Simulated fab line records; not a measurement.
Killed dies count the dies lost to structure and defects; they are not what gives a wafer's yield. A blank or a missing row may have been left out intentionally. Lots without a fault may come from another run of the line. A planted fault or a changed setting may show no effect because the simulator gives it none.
Problem report in the 8D (eight disciplines) form, filled by code :: flow gf180mcu :: the parts of the form that need people (team, actions taken, sign-off) are left out

1. PROBLEM STATEMENT
Wafers without a fault read 93.05 W, standard deviation 0.053; heater-power-total-W at GF_V5_SOFTBAKE_10 reads a mean of 94.64 W on 2 wafers belonging to 2 lots. That is +30 standard deviations from the usual mean.
The step: time 60 s.
The first sign was on wafer L327.3 at day 30 02:00, on litho-track-01. The record has a number at this step for 41 wafers belonging to 14 lots. Rule for "out" (also "out of limits"): further than 4 standard deviations from the usual mean. The other wafers with a number count as sound.

2. WHAT IT IS, AND WHAT IT ISN'T
question: which readings at this step
is: heater-power-total-W, run-length-s
is not: -

question: which lots
is: L327, L328
is not: L318, L319, L320, L321, L322, L323, L324, L337, L338, L339, L340, L341

question: which wafers of those lots
is: L327.3, L328.3
is not: L327.1, L328.1, L328.2

question: read on which tools
is: litho-track-01
is not: litho-track-02, litho-track-03

question: when
is: from day 30 02:00
is not: up to then (24 sound wafers); but 15 sound wafers of L337, L338, L339, L340, L341 came after

3. WHAT RULES OUT EACH SUSPECT
Counting: a tool at a process step up to the reading stays a suspect if it ran every lot that is out. Sound lots after the first of them don't rule it out here, since some wafers of a struck lot are sound.
- pecvd-01 at GF_V4_CVD_02 (deposits SiO2 from TEOS, target thk 850 nm, time 94.851 s): kept. Ran every lot that is out, first one L327 (day 26 16:29); last sound lot up to then L324 (day 25 18:47).
- litho-track-01 at GF_V5_SOFTBAKE_10 (time 60 s): kept. Ran every lot that is out, first one L327 (day 30 01:00); last sound lot up to then L324 (day 28 20:00). Out on those wafers are its own readings of heater-power-total-W, run-length-s.
Remaining after the count are pecvd-01 at GF_V4_CVD_02 and litho-track-01 at GF_V5_SOFTBAKE_10.

4. THE CAUSE (what the simulator had put in)
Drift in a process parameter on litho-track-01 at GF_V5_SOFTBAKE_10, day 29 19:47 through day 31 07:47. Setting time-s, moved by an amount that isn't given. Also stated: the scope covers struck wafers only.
Counting leaves 2 suspects; this tool is one of them.

5. THE CHAIN OF EFFECTS, in route order
One row per reading whose mean, taken over the struck wafers that have a number, lies over 3 standard deviations from the usual. Readings are gone through only where the record gives a usual standard deviation; hours: the median, over the lots, of the time from a lot's start at the first step in this table giving one to that lot's start at this step; sigmas: the change measured in usual standard deviations.
hours: 0
step: GF_V5_SOFTBAKE_10
reading: heater-power-total-W
usual: 93.05 W
on struck wafers: 94.64
change: +1.59
sigmas: +30

hours: 0
step: GF_V5_SOFTBAKE_10
reading: run-length-s
usual: 89.23 s
on struck wafers: 86.05
change: -3.18
sigmas: -19
The process steps in it:
- GF_V5_SOFTBAKE_10: time 60 s.
At these later measuring or inspecting steps, every struck wafer for which the step has a row has a number for every such reading, and none has moved that far: GF_PASSIVATION_THK_MEAS_03.

6. WHAT WOULD HAVE CAUGHT IT SOONER
6 hours passed between the start of the fault at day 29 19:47 and the first reading out of limits in this record, taken at day 30 02:00.
